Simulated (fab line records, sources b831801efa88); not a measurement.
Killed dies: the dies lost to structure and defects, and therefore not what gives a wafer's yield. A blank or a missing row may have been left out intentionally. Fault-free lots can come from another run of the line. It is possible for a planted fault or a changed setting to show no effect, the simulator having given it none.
Which of the tools did it? + flow gf180mcu + 18 wafers from 6 lots sampled at 4 of the route's 602 steps

## WHAT EACH GAUGE READ, for each wafer
GF_M1_CD_MEAS_14 targets a cd of 230 nm.
| lot  | measured     | on        | cd_nm (nm)        |
|------|--------------|-----------|-------------------|
| L759 | day 18 06:05 | cd_sem-02 | 227.4 229.7 228.4 |
| L773 | day 23 06:44 | cd_sem-02 | 229.4 229.0 229.5 |
| L775 | day 23 20:05 | cd_sem-01 | 231.9 232.3 231.3 |
| L777 | day 24 12:28 | cd_sem-02 | 230.9 230.6 230.8 |
| L779 | day 25 03:23 | cd_sem-01 | 229.2 228.5 228.5 |

## EACH LOT AND THE TOOL THAT RAN IT (in order: tool; ch and the chambers of the sampled wafers; start)
| lot  | GF_POLY_GATE_ETCH_13             | GF_POLY_GATE_STRIP_14                | GF_SALICIDE_SPUTTER_03       |
|------|----------------------------------|--------------------------------------|------------------------------|
| L759 | rie_si-02 ch 2,3, day 10 00:23   | plasma_asher-01 ch 0,1, day 10 00:27 | pvd_sputter-03, day 16 05:28 |
| L771 | rie_si-01 ch 1,2,3, day 13 12:26 | plasma_asher-01 ch 0,1, day 13 12:29 | -                            |
| L773 | rie_si-02 ch 1,2,3, day 14 03:45 | plasma_asher-04 ch 0,1, day 14 03:48 | pvd_sputter-02, day 21 04:33 |
| L775 | rie_si-02 ch 1,2, day 14 16:47   | plasma_asher-04 ch 1, day 14 16:50   | pvd_sputter-04, day 21 19:34 |
| L777 | rie_si-01 ch 0,1,3, day 15 06:38 | plasma_asher-02 ch 0,1, day 15 06:41 | pvd_sputter-04, day 22 12:01 |
| L779 | rie_si-02 ch 2,3, day 15 22:08   | plasma_asher-02 ch 0,1, day 15 22:11 | pvd_sputter-04, day 23 03:39 |
- GF_POLY_GATE_ETCH_13: etches poly-Si in HBr/Cl2, stops on SiO2, target depth 198.5 nm, time 69.6 s.
- GF_POLY_GATE_STRIP_14: strips in O2/N2.
- GF_SALICIDE_SPUTTER_03: material TiN, target thk 20 nm, time 16.7 s.

## THE ANSWER, worked out from the rows above alone
Rule: the usual values come from the lots themselves. Put in order of their means at a reading, lots are off if they are a third of the lots or fewer, leave a main group of 4 or more, and stand apart from it by a gap of 3 or more times the standard deviation of the main group's means; of several such gaps the widest counts. Not used: any main group whose means are identical at the precision the tables above print for the reading. Also off: a lot with no number at a reading for which 4 or more lots have one. Where the step has rows for the other lots, those lots are counted as sound.
Nothing can be told from this: no lot is off at any reading shown.

## WHAT THE SIMULATOR HAD INSERTED
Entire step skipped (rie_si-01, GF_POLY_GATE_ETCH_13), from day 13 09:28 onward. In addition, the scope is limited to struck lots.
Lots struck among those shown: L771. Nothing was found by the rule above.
